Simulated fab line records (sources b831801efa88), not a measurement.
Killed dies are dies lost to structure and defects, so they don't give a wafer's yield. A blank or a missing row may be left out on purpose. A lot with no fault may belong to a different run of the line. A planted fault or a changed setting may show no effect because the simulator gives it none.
Problem report, 8D (eight disciplines) form, completed by code + flow sky130 + the parts of the form that need people (team, actions taken, sign-off) are left out

== 1. WHAT IS WRONG ==
At SKY_PAD_OPEN_PROBE_99, killed_at_front_end averages 50 over 2 wafers from 2 lots, while fault-free wafers read 15, standard deviation 4.6. Measured from the usual mean, that is +7.7 standard deviations.
First observed at day 47 11:46: wafer L362.3, on prober-01. The record has a number at this step for 18 wafers belonging to 6 lots. The rule behind "out" and "out of limits": a value lying over 4 standard deviations away from the usual mean. All remaining wafers that have a number are taken as sound.

== 2. WHAT IT IS; WHAT IT IS NOT ==
| question                    | is                   | is not                                                                                              |
|-----------------------------|----------------------|-----------------------------------------------------------------------------------------------------|
| which readings at this step | killed_at_front_end  | killed_at_M0_to_M3, killed_at_M4_up, killed_at_contacts, killed_at_other, killed_open, killed_short |
| which lots                  | L362, L363           | L356, L357, L371, L377                                                                              |
| which wafers of those lots  | L362.3, L363.1       | L362.1, L362.4, L363.4, L363.5                                                                      |
| read on which tools         | prober-01, prober-02 | -                                                                                                   |
| when                        | from day 47 11:46    | up to then (7 sound wafers); but 9 sound wafers of L362, L363, L371, L377 came after                |

== 3. THE SUSPECTS, EACH WITH WHAT RULES IT OUT ==
Counting: a tool at a process step up to the reading stays a suspect if it ran every lot that is out. Sound lots after the first of them don't rule it out here, since some wafers of a struck lot are sound.
- rie_si-01 at SKY_POLY_GATE_ETCH_17 (etches poly-Si in HBr/Cl2, stops on SiO2, target depth 180 nm, time 70.5 s): kept. It ran every lot that is out, first L362 (day 18 23:21).
- plasma_asher-01 at SKY_POLY_GATE_STRIP_18 (strips in O2/N2): kept. It ran every lot that is out, first L362 (day 18 23:24).
- In rie_si-01 at SKY_POLY_GATE_ETCH_17, the wafers that are out were processed in chamber 1 and their sound lot-mates in chambers 0, 2, 3.
Remaining after the count are rie_si-01 at SKY_POLY_GATE_ETCH_17 and plasma_asher-01 at SKY_POLY_GATE_STRIP_18.

== 4. THE CAUSE (what the simulator had put in) ==
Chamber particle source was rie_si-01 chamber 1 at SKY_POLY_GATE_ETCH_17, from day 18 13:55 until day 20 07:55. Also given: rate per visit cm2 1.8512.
This tool is one of the 2 suspects left after counting.

== 5. THE CHAIN OF EFFECTS, in route order ==
Each row: a reading where the mean over the struck wafers with a number is more than 3 standard deviations away from the usual. Only readings whose record carries a usual standard deviation are examined. hours: median over the lots of the time between each lot's start at the first step of this table that gives one and its start at this step. sigmas: the change, counted in usual standard deviations.
| hours | step                  | reading             | usual | on struck wafers | change | sigmas |
|-------|-----------------------|---------------------|-------|------------------|--------|--------|
| 0     | SKY_PAD_OPEN_PROBE_99 | killed_at_front_end | 15    | 50               | +36    | +7.7   |
Process steps it contains:
- SKY_PAD_OPEN_PROBE_99

== 6. WHAT WOULD HAVE CAUGHT IT SOONER ==
First out-of-limits reading in this record: day 47 11:46, which is 694 hours after fault onset at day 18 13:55.
An alarm limit of 4 standard deviations would not have fired on the tool readings at SKY_POLY_GATE_ETCH_17 for which the record gives a usual standard deviation, since none of them was out on any struck wafer.
All the lots that are out (2) had begun SKY_POLY_GATE_ETCH_17 on rie_si-01 by day 47 11:46. A hold on the tool at that time would have spared none of them.
